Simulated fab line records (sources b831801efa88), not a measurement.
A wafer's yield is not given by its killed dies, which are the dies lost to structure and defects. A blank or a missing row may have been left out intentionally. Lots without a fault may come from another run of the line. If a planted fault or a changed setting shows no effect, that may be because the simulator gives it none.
Which of the tools did it?	flow gf180mcu	10 lots, 30 wafers sampled, at 5 steps of a route of 602

## WHAT THE GAUGES SHOWED, per wafer
GF_MVPSD_TW_MEAS_11. Usual: for MVPSD_TW the level is 559.3 and the standard deviation is 2.5.
lot	measured	on	MVPSD_TW	flag
L897	day 5 21:16	filmMetro-03	556.9 555.2 556.3	
L898	day 6 01:40	filmMetro-04	562.9 560.7 559.7	
L899	day 6 05:53	filmMetro-03	558.1 556.7 557.8	
L900	day 6 10:10	filmMetro-04	560.4 557.7 555.8	
L908	day 8 10:59	filmMetro-01	560.0 562.0 563.3	
L909	day 8 17:13	filmMetro-03	556.3 558.1 556.4	
L912	day 9 21:04	filmMetro-01	560.3 559.3 560.7	
L913	day 10 07:36	filmMetro-03	556.7 559.5 559.4	
L915	day 10 07:57	filmMetro-01	560.9 560.8 558.2	
L916	day 10 22:18	filmMetro-03	558.5 552.9 558.5	

GF_VT_IMPLANT_TW_MEAS_21. Usual: for VT_IMPLANT_2_TW the level is 1227 and the standard deviation is 5.4.
lot	measured	on	VT_IMPLANT_2_TW	flag
L897	day 7 02:31	filmMetro-01	30 30 30	OFF
L898	day 7 07:28	filmMetro-01	30 30 31	OFF
L899	day 7 12:34	filmMetro-02	30 30 30	OFF
L900	day 7 16:57	filmMetro-02	1235 1230 1235	
L908	day 10 03:34	filmMetro-01	1224 1233 1229	
L909	day 10 05:01	filmMetro-03	1230 1224 1220	
L912	day 11 08:27	filmMetro-03	1219 1222 1223	
L913	day 11 19:42	filmMetro-01	1220 1221 1223	
L915	day 11 21:07	filmMetro-01	1221 1221 1231	
L916	day 12 11:51	filmMetro-03	1224 1226 1226	

## EACH LOT AND THE TOOL THAT RAN IT (in order: tool; ch and the chambers of the sampled wafers; start)
lot	GF_STI_ETCH_13	GF_VT_IMPLANT_STRIP_09	GF_VT_IMPLANT_STRIP_20
L897	rieDiel-03 ch 0,1,3, day 2 19:27	plasmaAsher-01 ch 0,1, day 6 11:07	plasmaAsher-03 ch 1, day 7 02:25
L898	rieDiel-02 ch 0,1,3, day 2 22:23	plasmaAsher-04 ch 0,1, day 6 15:46	plasmaAsher-01 ch 0,1, day 7 07:21
L899	rieDiel-02 ch 0,1, day 3 03:30	plasmaAsher-01 ch 0,1, day 6 20:38	plasmaAsher-03 ch 0,1, day 7 12:29
L900	rieDiel-03 ch 0,1, day 3 07:41	plasmaAsher-01 ch 0,1, day 7 01:10	plasmaAsher-03 ch 0,1, day 7 16:51
L908	rieDiel-02 ch 1,2,3, day 5 01:44	plasmaAsher-01 ch 0,1, day 9 04:06	plasmaAsher-04 ch 0,1, day 10 03:27
L909	rieDiel-02 ch 0,2, day 5 06:35	plasmaAsher-04 ch 0,1, day 9 10:12	plasmaAsher-01 ch 0,1, day 10 04:55
L912	rieDiel-04 ch 2,3, day 5 21:53	plasmaAsher-03 ch 0,1, day 10 13:40	plasmaAsher-03 ch 0,1, day 11 08:21
L913	rieDiel-03 ch 0,3, day 6 02:38	plasmaAsher-04 ch 0,1, day 11 01:43	plasmaAsher-01 ch 0,1, day 11 19:36
L915	rieDiel-04 ch 0,1,2, day 6 16:23	plasmaAsher-04 ch 0,1, day 11 02:10	plasmaAsher-01 ch 0,1, day 11 21:01
L916	rieDiel-04 ch 0,1,3, day 6 22:26	plasmaAsher-03 ch 0,1, day 11 16:12	plasmaAsher-01 ch 0,1, day 12 11:45
- GF_STI_ETCH_13: etches the open film in CHF3/O2, stops on Si, target depth 282.31 nm, time 111.3 s.
- GF_VT_IMPLANT_STRIP_09: strips in O2/N2.
- GF_VT_IMPLANT_STRIP_20: strips in O2/N2.

## WHAT THE TOOLS THEMSELVES READ (means of the sampled wafers that have a number; where no wafer has one, the mark that the record gives instead)
GF_STI_ETCH_13. Usual: O2_flow_sccm 5.003 sccm, standard deviation 0.016; biasW 200.0 W, standard deviation 0.56; drypumpMotorCurrentA 5.9 A, standard deviation 0.54; oesProductAu 0.838 a.u., standard deviation 0.007; throttleValvePct 8.812 %, standard deviation 0.0092.
lot	tool	O2_flow_sccm (sccm)	biasW (W)	drypumpMotorCurrentA (A)	oesProductAu (a.u.)	throttleValvePct (%)	flag
L897	rieDiel-03	5.007	199.9	6.1	0.835	8.807	
L898	rieDiel-02	4.998	200.2	5.6	0.843	8.817	
L899	rieDiel-02	5.015	200.9	5.9	0.843	8.818	
L900	rieDiel-03	4.997	200.2	6.0	0.832	8.803	
L908	rieDiel-02	4.987	200.0	5.2	0.837	8.807	
L909	rieDiel-02	5.004	199.4	5.5	0.841	8.809	
L912	rieDiel-04	5.000	200.2	5.9	0.840	8.813	
L913	rieDiel-03	5.009	199.9	6.2	0.830	8.810	
L915	rieDiel-04	4.981	200.0	6.0	0.836	8.811	
L916	rieDiel-04	5.012	199.7	6.0	0.845	8.811	

GF_VT_IMPLANT_STRIP_09. Usual: chamberPressureMTorr 1499.9 mTorr, standard deviation 1.4; drypumpMotorCurrentA 6.28 A, standard deviation 0.26; heaterPowerW 340 W, standard deviation 14; oesProductAu 0.716 a.u., standard deviation 0.0044; stripTimeToEndpointS 12.64 s, standard deviation 0.041.
lot	tool	chamberPressureMTorr (mTorr)	drypumpMotorCurrentA (A)	heaterPowerW (W)	oesProductAu (a.u.)	stripTimeToEndpointS (s)	flag
L897	plasmaAsher-01	-	-	-	-	-	OFF
L898	plasmaAsher-04	-	-	-	-	-	OFF
L899	plasmaAsher-01	-	-	-	-	-	OFF
L900	plasmaAsher-01	1498.8	6.46	347	0.715	12.59	
L908	plasmaAsher-01	1501.8	6.38	350	0.715	12.67	
L909	plasmaAsher-04	1498.6	6.34	335	0.720	12.65	
L912	plasmaAsher-03	1499.3	5.70	336	0.719	12.65	
L913	plasmaAsher-04	1499.6	6.27	332	0.713	12.65	
L915	plasmaAsher-04	1500.1	6.32	341	0.719	12.60	
L916	plasmaAsher-03	1500.0	5.72	335	0.718	12.63	

GF_VT_IMPLANT_STRIP_20. Usual: chamberPressureMTorr 1500 mTorr, standard deviation 5.3; drypumpMotorCurrentA 6.2 A, standard deviation 0.35; heaterPowerW 339 W, standard deviation 13; oesProductAu 0.716 a.u., standard deviation 0.0046; stripTimeToEndpointS 12.63 s, standard deviation 0.04.
lot	tool	chamberPressureMTorr (mTorr)	drypumpMotorCurrentA (A)	heaterPowerW (W)	oesProductAu (a.u.)	stripTimeToEndpointS (s)	flag
L897	plasmaAsher-03	1500	5.7	319	0.723	27.56	OFF
L898	plasmaAsher-01	1502	6.4	342	0.718	27.62	OFF
L899	plasmaAsher-03	1500	5.7	333	0.715	27.53	OFF
L900	plasmaAsher-03	1499	5.7	328	0.714	12.65	
L908	plasmaAsher-04	1501	6.3	331	0.717	12.59	
L909	plasmaAsher-01	1500	6.4	345	0.718	12.67	
L912	plasmaAsher-03	1500	5.6	327	0.719	12.63	
L913	plasmaAsher-01	1480	6.4	339	0.718	12.61	OFF
L915	plasmaAsher-01	1500	6.5	347	0.715	12.61	
L916	plasmaAsher-01	1501	6.5	353	0.719	12.59	

## THE ANSWER, worked out from the rows above alone
Rule: a lot counts as off when the mean over its wafers that have a number is more than 3 standard deviations away from the usual mean. Also off: a lot with no number at a reading for which 4 or more lots have one. Any other lot the step has rows for is counted as sound. First the gauges in route order, then the tools' own readings, where a lot's mean is used as printed above. At the first step where some lot is off, the reading lying furthest off is the one used; lots without a number count as furthest.
Off: at GF_VT_IMPLANT_TW_MEAS_21 (VT_IMPLANT_2_TW), L897, L898, L899.
A tool fits if, at a process step before that reading, it ran every lot that is off, and no sound lot after the first of them. Not tried: the gauges at GF_VT_IMPLANT_TW_MEAS_21; whatever is off there is also off at GF_VT_IMPLANT_STRIP_09, on other tools, and gauge error can't account for it. None of those tried fits.

## WHAT THE SIMULATOR PUT IN
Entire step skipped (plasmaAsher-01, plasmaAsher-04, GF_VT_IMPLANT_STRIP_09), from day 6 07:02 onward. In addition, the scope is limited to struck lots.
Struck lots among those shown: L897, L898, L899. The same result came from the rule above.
